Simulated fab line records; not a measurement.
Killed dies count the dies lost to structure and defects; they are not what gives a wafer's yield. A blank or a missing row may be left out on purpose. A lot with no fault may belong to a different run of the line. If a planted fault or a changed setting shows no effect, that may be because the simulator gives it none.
One fault through the eyes of 2 desks -- flow gf180mcu -- each desk holds nothing but its own numbers, with what lay behind them at the end

FROM THE METROLOGY DESK
Lot by lot, what the gauges showed, no matter which tool ran the lot: averages of those sampled wafers that carry a number. If a lot's mean is further than 4 standard deviations from the usual mean, the lot is out of limits and carries the mark OUT (the distance appears in the brackets).
Columns: A = STI_CVD_03_THK at GF_STI_THK_MEAS_04, usual 207.2 nm; B = cd-nm at GF_POLY_GATE_CD_MEAS_18, usual 280.3 nm
lot,first seen here,A,B
L112,day 1 14:13,206.3,279.2
L113,day 1 18:34,208.1,281.9
L114,day 1 23:34,208.7,278.4
L118,day 3 00:20,207.9,278.7
L125,day 4 06:35,207.2,278.6
L126,day 4 12:12,190.0 (-10) OUT,284.8
L128,day 4 21:35,191.7 (-9.1) OUT,278.3
L129,day 5 02:34,205.9,279.1
L130,day 5 07:34,208.6,281.9
L132,day 5 17:55,207.2,281.1
L134,day 6 03:34,207.4,283.0
Finding of this desk: L126, L128 out of limits, first seen on L126 at day 4 12:12 (STI_CVD_03_THK at GF_STI_THK_MEAS_04). L112, L113, L114, L118, L125, L129, L130, L132, L134 stayed within limits.

THE TOOL OWNER'S DESK: lpcvd-02
The tool's own readings at GF_STI_CVD_03 (deposits Si3N4 from DCS/NH3, target thk 207.16 nm, time 3551 s): means of the sampled wafers that have a number, for each lot that ran on this tool. If a lot's mean is further than 4 standard deviations from the usual mean, the lot is out of limits and carries the mark OUT (the distance appears in the brackets).
Columns: A = spike-tc-centre-C at GF_STI_CVD_03, usual 768.9 C; B = zone-power-centre-pct at GF_STI_CVD_03, usual 13.3 %; C = zone-power-lower-pct at GF_STI_CVD_03, usual 13.0 %; D = zone-power-upper-pct at GF_STI_CVD_03, usual 12.0 %
lot,first seen here,A,B,C,D
L113,day 1 16:34,767.8,13.2,14.6,11.8
L114,day 1 21:34,768.5,14.0,11.0,11.1
L118,day 2 22:19,768.1,13.2,14.5,11.9
L125,day 4 04:34,768.6,14.0,11.0,11.1
L126,day 4 10:13,740.2 (-21) OUT,6.1 (-12) OUT,18.8,15.3 (+6.4) OUT
L128,day 4 19:34,739.7 (-21) OUT,6.1 (-12) OUT,18.9,15.2 (+6.1) OUT
This desk's finding: out of limits on L126, L128; first on L126, day 4 10:13 (spike-tc-centre-C at GF_STI_CVD_03). L113, L114, L118, L125 stayed within limits.

PUT TOGETHER
The tool owner's desk had the chance to raise an alarm at day 4 10:13 on L126, L128.
L126, L128 would have let the metrology desk raise an alarm at day 4 12:12.
Every lot named ran GF_STI_CVD_03 on lpcvd-02.

WHAT THE SIMULATOR HAD PUT IN
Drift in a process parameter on lpcvd-02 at GF_STI_CVD_03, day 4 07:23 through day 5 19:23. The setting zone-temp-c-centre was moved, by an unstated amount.
Shown lots that were struck: L126, L128.
Delay (hours) between the fault's onset and each desk's first out-of-limits reading: 3 at the tool owner's desk, 5 at the metrology desk.
